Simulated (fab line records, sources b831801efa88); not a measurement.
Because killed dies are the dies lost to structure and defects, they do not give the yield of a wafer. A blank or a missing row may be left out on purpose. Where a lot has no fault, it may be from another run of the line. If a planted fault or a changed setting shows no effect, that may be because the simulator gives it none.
Split-lot trial | flow gf180mcu | route with 602 steps; 5 lots, 23 wafers read

ON THE SPLIT
At GF_HV_LDD_COAT_41 (resist thk 1000 nm), the setting resist_thk_nm was moved away from the recipe's 1000 nm on 5 of the 23 wafers read, by -5.3% to +1.9%. The other wafers ran this setting at the recipe's value.

Reading taken at the split's own step.

THE READING
NOVOLAK_of_HV_LDD_COAT_41.thk_nm (the simulator's own value, which no gauge read), in nm, at GF_HV_LDD_COAT_41 (resist thk 1000 nm). No usual value for it is given in the file. The 18 wafers here that ran the recipe average 999.0 nm, standard deviation 3.6 nm.

wafer  | tool, chamber at the split | resist_thk_nm as run, nm | against the recipe | NOVOLAK_of_HV_LDD_COAT_41.thk_nm, nm | against lot-mates on the recipe
L075.2 | litho_track-03, 0          | 947.4                    | -5.3%              | 950.6                                | -51.4
L075.3 | litho_track-03, 0          | 1000                     | recipe             | 1003                                 | -
L075.4 | litho_track-03, 0          | 947.4                    | -5.3%              | 947.6                                | -54.4
L075.5 | litho_track-03, 0          | 947.4                    | -5.3%              | 947.4                                | -54.6
L075.6 | litho_track-03, 0          | 1000                     | recipe             | 1001                                 | -
L078.1 | litho_track-02, 0          | 1019                     | +1.9%              | 1017                                 | +20.6
L078.2 | litho_track-02, 0          | 1000                     | recipe             | 994.5                                | -
L078.3 | litho_track-02, 0          | 1000                     | recipe             | 998.8                                | -
L078.5 | litho_track-02, 0          | 1019                     | +1.9%              | 1014                                 | +17.6
L078.6 | litho_track-02, 0          | 1000                     | recipe             | 996                                  | -
L079.1 | litho_track-01, 0          | 1000                     | recipe             | 993.1                                | -
L079.2 | litho_track-01, 0          | 1000                     | recipe             | 995.6                                | -
L079.3 | litho_track-01, 0          | 1000                     | recipe             | 995.7                                | -
L079.5 | litho_track-01, 0          | 1000                     | recipe             | 996.2                                | -
L079.6 | litho_track-01, 0          | 1000                     | recipe             | 996.5                                | -
L080.2 | litho_track-01, 0          | 1000                     | recipe             | 996.4                                | -
L080.5 | litho_track-01, 0          | 1000                     | recipe             | 997.9                                | -
L080.6 | litho_track-01, 0          | 1000                     | recipe             | 1001                                 | -
L083.1 | litho_track-01, 0          | 1000                     | recipe             | 1002                                 | -
L083.2 | litho_track-01, 0          | 1000                     | recipe             | 1005                                 | -
L083.4 | litho_track-01, 0          | 1000                     | recipe             | 1005                                 | -
L083.3 | litho_track-01, 0          | 1000                     | recipe             | 1003                                 | -
L083.5 | litho_track-01, 0          | 1000                     | recipe             | 1001                                 | -

THE FIT
A straight line over all 23 wafers: NOVOLAK_of_HV_LDD_COAT_41.thk_nm changes by +9.49 nm for each +1% of resist_thk_nm; r = +0.98; the points scatter about the line by 3.4 nm.
The same after taking each lot's own level away (the mean of its wafers on the recipe; 23 wafers): +10.2 nm for each +1%; r = +1.00; scatter 1.6 nm.
Per that fit: largest resist_thk_nm move, reading shift of 53 nm.
From 995.42 to 1003.20 nm: that is the span of the lots' own levels, equal to 2.2 times the standard deviation above.
So the lot-to-lot level changes the slope little: the two slopes agree.
Check: for one of the wafers moved furthest among these (-5.3%), held out of the fit, the line's prediction against its lot-mates is -54.3 nm. It came out at -51.4 nm against them.

THESE WAFERS: OTHER SPLITS
Note: prior to the reading, these wafers also went through further splits. Each is held against what the fit with the lots' levels taken away leaves over:
other split on the same wafers | wafers away from the commonest value | r with NOVOLAK_of_HV_LDD_COAT_41.thk_nm (lot level and that fit taken away)
GF_HV_LDD_IMPLANT_09 dose_cm2  | 10                                   | +0.15
GF_HV_LDD_EXPOSE_16 dose_mj    | 5                                    | +0.32

THE WHOLE CHAIN: every reading that the file lists as answering this split, in the file's order
step               | what it does       | reading                                                                           | change (the file's fit)              | r (the file's)
GF_HV_LDD_COAT_41  | resist thk 1000 nm | NOVOLAK_of_HV_LDD_COAT_41.thk_nm (the simulator's own value, which no gauge read) | +10.2 nm for each +1% of the setting | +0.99
GF_HV_LDD_STRIP_49 | strips in O2/N2    | strip_time_to_endpoint_s                                                          | withheld for each +1% of the setting | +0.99

THE FILE'S OWN FIT
NOVOLAK_of_HV_LDD_COAT_41.thk_nm changes by +10.2 nm for each +1% of resist_thk_nm, r = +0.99.
